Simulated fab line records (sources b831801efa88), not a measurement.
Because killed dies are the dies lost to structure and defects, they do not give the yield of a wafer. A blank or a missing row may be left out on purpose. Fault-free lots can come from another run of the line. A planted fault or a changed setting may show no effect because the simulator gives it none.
What tool caused it? ; flow gf180mcu ; 13 lots, 39 wafers sampled, at 3 steps of a route of 602

== WHAT EACH GAUGE READ, for each wafer ==
GF_POLY_GATE_CD_MEAS_10: target cd 280 nm.
lot;measured;on;cd_nm (nm)
L850;day 9 03:43;cd_sem-02;280.2 280.3 279.3
L851;day 9 10:41;cd_sem-02;281.4 279.9 280.6
L853;day 9 23:53;cd_sem-01;281.2 282.0 281.1
L855;day 10 17:01;cd_sem-02;281.8 282.0 282.5
L856;day 10 22:25;cd_sem-01;279.7 279.6 279.1
L857;day 11 06:46;cd_sem-02;279.1 279.6 279.5
L859;day 11 23:34;cd_sem-01;281.5 281.9 280.4
L860;day 12 02:49;cd_sem-02;279.9 279.8 279.9
L861;day 12 10:25;cd_sem-01;279.9 279.3 280.0
L863;day 12 23:49;cd_sem-02;279.1 278.3 278.4
L869;day 14 22:08;cd_sem-02;279.0 280.6 280.7
L870;day 15 05:02;cd_sem-01;279.6 280.9 280.1
L872;day 15 21:23;cd_sem-01;277.0 278.7 279.1

== EACH LOT AND THE TOOL THAT RAN IT (in order: tool; ch and the chambers of the sampled wafers; start) ==
lot;GF_STI_CMP_25;GF_LVPWELL_EXPOSE_04
L850;cmp-02 ch 0,2, day 2 03:27;iline_stepper-01 ch 0, day 3 13:55
L851;cmp-02 ch 0,2,3, day 2 09:48;iline_stepper-02 ch 0, day 3 19:53
L853;cmp-01 ch 1,2,3, day 2 18:50;iline_stepper-02 ch 0, day 4 05:02
L855;cmp-01 ch 0,1, day 3 05:53;iline_stepper-02 ch 0, day 4 17:05
L856;cmp-01 ch 1,2, day 3 10:07;iline_stepper-01 ch 0, day 4 23:24
L857;cmp-02 ch 1,2,3, day 3 15:34;iline_stepper-02 ch 0, day 5 03:17
L859;cmp-02 ch 0,1,3, day 4 02:22;iline_stepper-01 ch 0, day 5 17:59
L860;cmp-02 ch 0,1,3, day 4 06:17;iline_stepper-02 ch 0, day 5 20:47
L861;cmp-01 ch 0,1,2, day 4 12:12;iline_stepper-01 ch 0, day 6 02:56
L863;cmp-02 ch 0,1,3, day 4 22:07;iline_stepper-02 ch 0, day 6 13:17
L869;cmp-01 ch 0,1,3, day 6 06:13;iline_stepper-01 ch 0, day 8 00:32
L870;cmp-01 ch 1,2,3, day 6 11:05;iline_stepper-02 ch 0, day 8 07:50
L872;cmp-01 ch 0,2,3, day 6 21:19;iline_stepper-02 ch 0, day 8 17:02
- GF_STI_CMP_25: polishes, stops on Si3N4, t overpolish 33 s, target thk 524.6 nm.
- GF_LVPWELL_EXPOSE_04: exposes mask LVPWELL, target cd 600 nm.

== WHAT THE TOOLS THEMSELVES READ (means of the sampled wafers that have a number; where no wafer has one, the mark that the record gives instead) ==
GF_STI_CMP_25.
lot;tool;motor_current_A (A);overpolish_run_s (s);platen_rpm (rpm);slurry_flow_ml_min;time_to_endpoint_s (s)
L850;cmp-02;11.7;32.994;59.96;149.6;122
L851;cmp-02;11.0;33.001;60.00;150.2;120
L853;cmp-01;12.8;32.995;60.02;149.8;131
L855;cmp-01;12.7;33.007;59.99;149.8;128
L856;cmp-01;11.1;32.989;60.02;150.0;126
L857;cmp-02;11.3;33.001;59.98;150.2;123
L859;cmp-02;11.0;32.994;59.98;149.9;119
L860;cmp-02;11.3;33.005;60.03;150.1;127
L861;cmp-01;12.3;33.007;60.01;149.9;117
L863;cmp-02;11.4;33.006;59.95;149.9;127
L869;cmp-01;13.4;32.988;60.01;149.7;120
L870;cmp-01;12.6;32.995;59.98;150.0;120
L872;cmp-01;13.6;33.001;59.99;149.7;122

== THE ANSWER, worked out from the rows above alone ==
Rule: the lots themselves supply what counts as usual. Put in order of their means at a reading, lots are off if they are a third of the lots or fewer, leave a main group of 4 or more, and stand apart from it by a gap of 3 or more times the standard deviation of the main group's means; of several such gaps the widest counts. If all means in a main group match to the digits the tables above print for the reading, that group is not used. A lot without any number at a reading at which 4 lots or more have one is off too. Where the step has rows for the other lots, those lots are counted as sound. First the gauges in route order, then the tools' own readings, where a lot's mean is used as printed above. The first step at which some lot is off is used, and at that step the reading that is off furthest; a lot without a number counts as furthest.
No lot is off on any of the readings shown, so nothing can be concluded from this.

== WHAT WAS PUT IN BY THE SIMULATOR ==
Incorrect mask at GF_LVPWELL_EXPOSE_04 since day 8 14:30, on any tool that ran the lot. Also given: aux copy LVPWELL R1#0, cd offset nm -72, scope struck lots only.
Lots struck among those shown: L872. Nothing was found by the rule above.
